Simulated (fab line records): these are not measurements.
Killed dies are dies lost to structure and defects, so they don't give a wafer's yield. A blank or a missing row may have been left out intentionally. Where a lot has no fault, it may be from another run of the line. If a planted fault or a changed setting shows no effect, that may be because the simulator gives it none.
One fault seen from 2 desks	flow gf180mcu	each desk holds nothing but its own numbers, with what lay behind them at the end

== AT THE TOOL OWNER'S DESK: pecvd-03 ==
The tool's own readings at GF_SAB_CVD_00 (deposits SiO2 from TEOS, target thk 50 nm, time 4.9302 s): means of the sampled wafers that have a number, for each lot that ran on this tool. The brackets show how far a lot's mean lies from the usual mean; more than 4 standard deviations puts the lot out of limits, marked OUT.
Columns: A = heater_power_w at GF_SAB_CVD_00, usual 633 W; B = rf_fwd_power_W at GF_SAB_CVD_00, usual 586.8 W
lot	first seen here	A	B
L608	day 15 13:16	565	585.6
L609	day 15 15:46	599	585.1
L610	day 16 09:05	601	589.5
L614	day 17 09:56	626	582.9
L624	day 20 21:43	600	585.0
L627	day 21 22:37	600	586.8
Result from this desk: across the 6 lots, nothing is out of limits.

== FROM THE METROLOGY DESK ==
What the gauges read for every lot (on any tool): the sampled wafers with a number, averaged. The brackets show how far a lot's mean lies from the usual mean; more than 4 standard deviations puts the lot out of limits, marked OUT.
Columns: A = STI_CVD_23_THK at GF_STI_THK_MEAS_24, usual 651 nm; B = VT_IMPLANT_01_OVL at GF_VT_IMPLANT_OVL_MEAS_18, usual -1.3 nm; C = SAB_CVD_00_THK at GF_SAB_THK_MEAS_01, usual 50.2 nm
lot	first seen here	A	B	C
L605	day 2 03:49	646	3.4	50.6
L608	day 2 20:31	651	-2.0	50.6
L609	day 3 00:32	645	-1.9	50.0
L610	day 3 05:38	650	0.1	50.7
L614	day 4 02:29	650	-3.4	48.5
L615	day 4 06:22	657	-2.5	50.9
L619	day 5 04:04	663	-0.6	49.5
L620	day 5 09:23	661	-3.6	49.8
L621	day 5 14:33	650	1.6	50.1
L624	day 6 06:23	652	-1.0	49.4
L625	day 6 12:29	647	-1.1	51.0
L627	day 6 21:44	652	-1.9	50.2
L628	day 7 01:44	644	1.0	50.2
Result from this desk: across the 13 lots, nothing is out of limits.

== TAKEN TOGETHER ==
Nothing out of limits was seen by the tool owner's desk.
Nothing out of limits was seen by the metrology desk.

== WHAT THE SIMULATOR PUT IN ==
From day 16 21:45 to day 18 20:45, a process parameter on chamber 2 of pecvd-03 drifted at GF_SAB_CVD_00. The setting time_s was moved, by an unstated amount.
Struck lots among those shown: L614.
